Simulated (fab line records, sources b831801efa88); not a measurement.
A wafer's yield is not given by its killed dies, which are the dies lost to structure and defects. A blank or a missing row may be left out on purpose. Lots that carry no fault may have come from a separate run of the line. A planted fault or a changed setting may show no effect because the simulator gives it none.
Chamber matching	flow sfq-line	SFQ_TRILAYER_I1_CMP_CMP_046 on cmp-02: 4 sister chambers
The step polishes SiO2. 22 wafers are shown with their chamber, then 11 later ones without.

## WAFERS WITH THEIR CHAMBER
wafer	chamber	motor-current-A (A)	time-to-endpoint-s (s)
L700.2	1	9.7	216
L700.1	3	11.0	204
L700.6	2	9.5	222
L702.3	0	9.9	207
L702.2	3	10.9	201
L702.6	0	10.2	212
L703.1	2	9.0	212
L703.2	0	9.4	208
L703.3	1	9.1	205
L704.3	2	9.3	216
L704.5	1	9.5	226
L704.6	2	9.4	226
L705.1	0	9.8	216
L705.3	2	9.2	220
L705.6	1	9.4	226
L707.3	1	9.2	197
L707.5	0	10.2	240
L707.6	1	10.0	212
L709.1	0	10.0	246
L709.2	2	9.8	214
L709.6	0	10.2	247
L719.2	2	9.9	221

SIGNATURES (means of the wafers above)
reading	chamber 0	chamber 1	chamber 2	chamber 3	scatter within a chamber
motor-current-A	9.957	9.483	9.443	10.950	0.306
time-to-endpoint-s	225.14	213.67	218.71	202.50	12.5
Rule: for a wafer and a chamber, the distance is found by dividing, reading by reading, the gap between the wafer's reading and the chamber's mean by the reading's scatter, squaring, summing and taking the root. If the next closest chamber is less than 2 further off than the closest, the wafer can't be placed; otherwise it belongs to the closest. How the scatter is found: for the shown wafers, subtract from each reading the mean of its chamber, square and add these, divide the total by (wafers less chambers), then take the root.

## WAFERS WITH NO CHAMBER GIVEN
wafer	motor-current-A (A)	time-to-endpoint-s (s)
L719.4	11.3	211
L719.6	9.9	227
L720.1	9.8	209
L720.3	11.0	194
L720.4	9.8	214
L721.1	9.2	204
L721.4	9.5	193
L721.5	8.8	202
L722.3	10.7	203
L722.4	9.9	222
L722.6	9.7	221

## WHICH CHAMBER EACH WENT THROUGH
wafer	from the rows above	in truth
L719.4	3	3
L719.6	can't be placed: 0 or 2 or 1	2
L720.1	can't be placed: 1 or 0 or 2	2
L720.3	3	3
L720.4	can't be placed: 0 or 1 or 2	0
L721.1	can't be placed: 1 or 2 or 0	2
L721.4	can't be placed: 1 or 2 or 0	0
L721.5	can't be placed: 1 or 2 or 0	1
L722.3	3	3
L722.4	can't be placed: 0 or 1 or 2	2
L722.6	can't be placed: 2 or 0 or 1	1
Placed correctly: 3 of 11. From these rows, 8 cannot be placed; in 8 the true chamber is one of the candidates. 0 placed wrongly.
